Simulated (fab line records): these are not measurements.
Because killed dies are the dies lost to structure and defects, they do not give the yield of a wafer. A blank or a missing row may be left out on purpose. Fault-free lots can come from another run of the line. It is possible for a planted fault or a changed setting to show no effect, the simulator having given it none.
fab line records	flow gf180mcu
record lots=6	wafers=18	last_day=34
route steps=602 shown NWELL@137 LVPWELL@138 MVPSD@139 VT_IMPLANT@140 DUAL_GATE@141
lots that met no fault: from a run of the same line without faults
start_h: hours from the record's opening day to when the first of the lot's shown wafers began	wait_h: hours from the lot's prior step to this one	" identical to the entry in the row above	L1.1+2: a single row standing in for several wafers	- value missing, or start not given	* or withheld: withheld	< > ~ a bound
route shown NAME@n: names a module that has steps shown in the file, with the first one's number in the route	usual: mean/standard deviation taken from wafers without a fault	same: alike in all rows	chamber/n: place in a boat	sites: each site's reading	_std_site: the standard deviation of these	_edge_site: inner sites' mean taken away from outer sites' mean	radius_mm: for every site, how far away it sits from the centre of the wafer	mask NAME#n: copy n	behind: the last tool/chamber to shape the wafer	hold: why the lot was held/for how many hours/how that ended	device: the transistor (n, p or np) that didn't switch	end of line: tests run on the same wafers once the route is complete	a step with no rows: only its recipe	killed: dies lost to structure and defects at the first sort, not the wafer's yield	map: shows each die of a wafer: x if killed, . if not, _ if none is there
set.NAME: the setting that was run; set.NAME@STEP: the one run at that earlier step	model.NAME: the simulator's own value behind a step, which no gauge read
lots at selected steps of the route; one table per step, one row per wafer
services: a tool's chamber out of use, with start hour (start_h, from the record's first day; less than 0 if before it), hours out, and reason
## steps
# step GF_VT_IMPLANT_RS_MEAS_47
# recipe thk_meas_gauge=four-point-probe
# usual NWELL_RS=487.8/1.2
lot.wafer	tool	chamber	start_h	wait_h	NWELL_RS[ohm/sq]
L555.1	film_metro-02	-	161.00	0.1	487.5
L555.2	"	-	"	"	486.9
L555.6	"	-	"	"	486.3
L562.1	film_metro-02	-	202.03	0.1	488.0
L562.4	"	-	"	"	487.2
L562.5	"	-	"	"	488.8
L563.3	film_metro-02	-	211.02	0.1	486.4
L563.4	"	-	"	"	487.3
L563.5	"	-	"	"	487.8
L574.2	film_metro-02	-	282.92	0.1	487.1
L574.3	"	-	"	"	486.1
L574.5	"	-	"	"	485.2
L575.1	film_metro-02	-	290.79	0.1	487.8
L575.2	"	-	"	"	489.0
L575.5	"	-	"	"	488.6
L576.2	film_metro-02	-	298.99	0.1	486.8
L576.3	"	-	"	"	487.6
L576.5	"	-	"	"	486.5
# step GF_VT_IMPLANT_RS_MEAS_48
# recipe thk_meas_gauge=four-point-probe
# usual LVPWELL_RS=1197/3.6
lot.wafer	tool	chamber	start_h	wait_h	LVPWELL_RS[ohm/sq]
L555.1	film_metro-02	-	161.12	0.1	1193
L555.2	"	-	"	"	1191
L555.6	"	-	"	"	1193
L562.1	film_metro-02	-	202.15	0.1	1194
L562.4	"	-	"	"	1195
L562.5	"	-	"	"	1191
L563.3	film_metro-02	-	211.14	0.1	1198
L563.4	"	-	"	"	1199
L563.5	"	-	"	"	1199
L574.2	film_metro-02	-	283.04	0.1	1199
L574.3	"	-	"	"	1195
L574.5	"	-	"	"	1197
L575.1	film_metro-02	-	290.91	0.1	1195
L575.2	"	-	"	"	1192
L575.5	"	-	"	"	1195
L576.2	film_metro-02	-	299.11	0.1	1193
L576.3	"	-	"	"	1195
L576.5	"	-	"	"	1192
# step GF_VT_IMPLANT_RS_MEAS_49
# recipe thk_meas_gauge=four-point-probe
# usual MVPSD_RS=1169.0/2.7
lot.wafer	tool	chamber	start_h	wait_h	MVPSD_RS[ohm/sq]
L555.1	film_metro-02	-	161.24	0.1	1166.6
L555.2	"	-	"	"	1172.3
L555.6	"	-	"	"	1169.7
L562.1	film_metro-02	-	202.27	0.1	1168.1
L562.4	"	-	"	"	1167.5
L562.5	"	-	"	"	1168.9
L563.3	film_metro-02	-	211.26	0.1	1165.9
L563.4	"	-	"	"	1167.2
L563.5	"	-	"	"	1167.0
L574.2	film_metro-02	-	283.16	0.1	1166.9
L574.3	"	-	"	"	1164.4
L574.5	"	-	"	"	1167.7
L575.1	film_metro-02	-	291.03	0.1	1171.2
L575.2	"	-	"	"	1169.8
L575.5	"	-	"	"	1168.4
L576.2	film_metro-02	-	299.23	0.1	1163.6
L576.3	"	-	"	"	1164.6
L576.5	"	-	"	"	1161.5
# step GF_VT_IMPLANT_WET_ETCH_50
# recipe chemistry=dHF	target_depth_nm=20	target=SiO2	temp_c=25	dilution=100:1	time_s=400
# step GF_DUAL_GATE_CLEAN_00
# recipe chemistry=SC1/SC2	mix=1:4:20	temp_c=70	time_s=150
# step GF_DUAL_GATE_CLEAN_01
# recipe chemistry=dHF	time_s=20	dilution=100:1	dry=ipa_marangoni
# step GF_DUAL_GATE_OXIDATION_02
# recipe temp_c=900	ambient=O2	stabilise_s=600	purge_s=300	target_thk_a=108.87	ox_time_s=1602
# step GF_DUAL_GATE_THK_MEAS_03
# recipe reads=SiO2_of_DUAL_GATE_OXIDATION_02
# usual DUAL_GATE_OXIDATION_00_THK=10.99/0.21
lot.wafer	tool	chamber	start_h	wait_h	DUAL_GATE_OXIDATION_00_THK[nm]
L555.1	film_metro-02	-	164.09	0.0	11.09
L555.2	"	-	"	"	11.20
L555.6	"	-	"	"	11.18
L562.1	film_metro-01	-	204.23	0.0	11.07
L562.4	"	-	"	"	10.95
L562.5	"	-	"	"	10.83
L563.3	film_metro-01	-	213.00	0.0	11.08
L563.4	"	-	"	"	10.98
L563.5	"	-	"	"	10.74
L574.2	film_metro-01	-	284.90	0.0	10.94
L574.3	"	-	"	"	11.02
L574.5	"	-	"	"	10.94
L575.1	film_metro-02	-	295.04	0.0	10.85
L575.2	"	-	"	"	10.94
L575.5	"	-	"	"	10.93
L576.2	film_metro-01	-	301.45	0.0	10.76
L576.3	"	-	"	"	10.73
L576.5	"	-	"	"	10.98
# step GF_DUAL_GATE_DEHYDRATE_04
# recipe temp_c=200	time_s=60
# step GF_DUAL_GATE_HMDS_05
# recipe prime_time_s=60	prime_temp_c=120
# step GF_DUAL_GATE_COAT_06
# recipe resist=NOVOLAK	spin_rpm=3000	resist_thk_nm=1000
# step GF_DUAL_GATE_SOFTBAKE_07
# recipe temp_c=90	time_s=60	resist=NOVOLAK
# step GF_DUAL_GATE_EXPOSE_08
# recipe mask_id=Dualgate	target_cd_nm=700	na=0.6	source_shape=conventional	sigma_outer=0.6	dose_mj=140
# usual exposure_dose_mJ_cm2=139.97/0.14	focus_offset_nm=0.0/0.6	na=0.6/0
lot.wafer	tool	chamber	start_h	wait_h	mask	exposure_dose_mJ_cm2	focus_offset_nm	na
L555.1	iline_stepper-01	0	171.13	-	Dualgate#0	139.93	-0.9	0.6
L555.2	"	0	"	"	Dualgate#0	140.12	-0.1	0.6
L555.6	"	0	"	"	Dualgate#0	139.95	-0.1	0.6
L562.1	iline_stepper-02	-	212.48	-	Dualgate#0	-	-	-
L562.4	"	-	"	"	Dualgate#0	-	-	-
L562.5	"	-	"	"	Dualgate#0	-	-	-
L563.3	iline_stepper-01	-	221.86	-	Dualgate#0	-	-	-
L563.4	"	-	"	"	Dualgate#0	-	-	-
L563.5	"	-	"	"	Dualgate#0	-	-	-
L574.2	iline_stepper-01	0	294.96	-	Dualgate#0	139.77	-0.3	0.6
L574.3	"	0	"	"	Dualgate#0	139.99	-0.1	0.6
L574.5	"	0	"	"	Dualgate#0	139.93	0.5	0.6
L575.1	iline_stepper-01	0	305.14	-	Dualgate#0	140.07	-0.2	0.6
L575.2	"	0	"	"	Dualgate#0	140.22	0.8	0.6
L575.5	"	0	"	"	Dualgate#0	140.12	1.3	0.6
L576.2	iline_stepper-01	0	311.55	-	Dualgate#0	139.84	-0.8	0.6
L576.3	"	0	"	"	Dualgate#0	140.11	0.0	0.6
L576.5	"	0	"	"	Dualgate#0	140.08	-0.3	0.6
# step GF_DUAL_GATE_PEB_09
# recipe temp_c=withheld	time_s=*	resist=NOVOLAK
## services
tool	chamber	start_h	hours	kind
iline_stepper-02	-	149.24	1.6	repair
iline_stepper-02	0	177.11	-	calibration
iline_stepper-01	-	183.86	10.9	repair
iline_stepper-02	-	197.47	3.1	repair
iline_stepper-01	-	200.97	2.1	pm
iline_stepper-01	-	203.05	-	consumable_replace:lamp
iline_stepper-01	-	248.79	1.7	pm
iline_stepper-01	0	269.21	-	calibration
## key
first_sign step=GF_DUAL_GATE_EXPOSE_08	reading=tool_record	direction=missing
effect none on later readings
met_at GF_DUAL_GATE_EXPOSE_08
struck_wafers L562.1,L562.4,L562.5,L563.3,L563.4,L563.5
later_rows_left_out L562.1,L562.4,L562.5,L563.3,L563.4,L563.5
sort_left_out L562.1,L562.4,L562.5,L563.3,L563.4,L563.5
tester_left_out L562,L563
onset_between 171.13 212.48
fault kind=skipped_step_whole	tool=iline_stepper-01,iline_stepper-02	chamber=-	onset_h=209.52	steps=GF_DUAL_GATE_EXPOSE_08	scope=struck_lots_only
# tester_left_out: of these lots the tester's yield and bins aren't shown, on N5 and GAA mostly nor the transistor test; their killed dies are dies lost to structure and defects alone, not to doping, threshold or leakage, so they don't give the yield
# sort_left_out: the simulated sort isn't trusted on such a fault, so these wafers' sort isn't shown, and their yield isn't known
# later_rows_left_out: the simulator's readings of these wafers behind a module that went badly wrong aren't trusted and aren't shown, but for the sort
